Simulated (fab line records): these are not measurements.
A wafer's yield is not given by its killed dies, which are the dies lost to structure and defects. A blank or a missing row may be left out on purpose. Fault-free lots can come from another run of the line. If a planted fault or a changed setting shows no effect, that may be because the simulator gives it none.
Struck lot and sound lot, side by side	flow sky130	18 steps out of a route of 708
Sound: these wafers, L918.2, L918.4, L918.6. Struck: wafers L931.1, L931.3, L931.5. At the end, the cause is stated.
For every step that has rows: the tool of each side, followed by ch and its chambers, followed by its first start. Under that, the readings that differ: sound wafers	struck wafers	difference of the means	sigmas: that difference in standard deviations of wafers without a fault.
alike: readings whose means differ by less than 2 such deviations, and words and numbers that are the same on both sides. not compared: withheld readings, readings that some wafer has no value for, bounds like >300 that may hide the same value, and numbers for which the record gives no deviation and whose values overlap.
The two part at a step that has a row with sigmas, a row that says differs or no value, or rows on one side only. Numbers that have no deviation but don't overlap get no sigmas and don't part them. Lack of a reading on every wafer of one side parts them only where that side has two or more wafers.

first, 3 steps without rows for these wafers: SKY_LDD_P_EXPOSE_04 (exposes mask PSDM, target cd 380 nm); SKY_LDD_P_PEB_05; SKY_LDD_P_DEVELOP_06 (develop time 60 s).
SKY_LDD_P_CD_MEAS_07 targets a cd of 380 nm.
  sound on cd sem-01, day 19 09:49; struck on cd sem-02, day 24 01:05
reading	sound	struck	difference	sigmas
cd nm (nm)	379.6 380.8 380.3	374.2 376.5 372.6	-5.8	-2
SKY_LDD_P_OVL_MEAS_08:
  sound on overlay-02, day 19 09:55; struck on overlay-01, day 24 01:12
  alike: LDD_P_OVL
following that, these wafers have no rows for 1 step: SKY_LDD_P_IMPLANT_09.
SKY_LDD_P_STRIP_10: strips in O2/N2.
  sound on plasma asher-01 ch 0,1, day 19 10:06; struck on plasma asher-04 ch 0,1, day 24 01:23
  alike: drypump motor current A, oes product au, strip time to endpoint s
  not compared: rf hours counter h
SKY_LDD_P_TW_MEAS_11:
  sound on film metro-01, day 19 10:13; struck on film metro-04, day 24 01:29
  alike: LDD_P_TW
then, 4 steps without rows for these wafers: SKY_LDD_HVN_DEHYDRATE_00 (time 60 s); SKY_LDD_HVN_HMDS_01 (prime time 60 s); SKY_LDD_HVN_COAT_02 (resist thk 300 nm); SKY_LDD_HVN_SOFTBAKE_03 (time 60 s).
SKY_LDD_HVN_EXPOSE_04: exposes mask HVNTM, target cd 700 nm.
  sound on iline stepper-01 ch 0, day 20 01:32; struck on iline stepper-02 ch 0, day 24 16:25
reading	sound	struck	difference	sigmas
model.LDD_HVN.overlay x nm (nm)	-1.152 -1.152 -1.152	55.88 55.88 55.88	+57.03	
  alike: mask, exposure dose mJ cm2
then, 2 steps without rows for these wafers: SKY_LDD_HVN_PEB_05; SKY_LDD_HVN_DEVELOP_06 (develop time 60 s).
SKY_LDD_HVN_OVL_MEAS_07:
  sound on overlay-02, day 20 16:31; struck on overlay-01, day 25 07:02
reading	sound	struck	difference	sigmas
LDD_HVN_OVL (nm)	-3.3 -0.3 -4.8	55.5 53.5 56.6	+58.0	+45
following that, these wafers have no rows for 1 step: SKY_LDD_HVN_IMPLANT_08.
-- record jumps: 24 days separate the struck wafers' starts on either side; left off in module LDD_HVN, taken up again in module PAD_OPEN, whose first shown step is the route's number 708 --
SKY_PAD_OPEN_PROBE_99:
  sound on prober-02, day 45 22:30; struck on prober-02, day 49 02:29
  alike: killed_at_M0_to_M3, killed_at_M4_up, killed at contacts, killed at front end, killed at other, killed dies, killed open, killed short

== WHERE THEY PART ==
At SKY_LDD_P_CD_MEAS_07 first; at SKY_LDD_HVN_OVL_MEAS_07 last (within this record only). Later steps at which nothing parts them and some readings are alike: SKY_PAD_OPEN_PROBE_99.

WHY: what had been put in by the simulator
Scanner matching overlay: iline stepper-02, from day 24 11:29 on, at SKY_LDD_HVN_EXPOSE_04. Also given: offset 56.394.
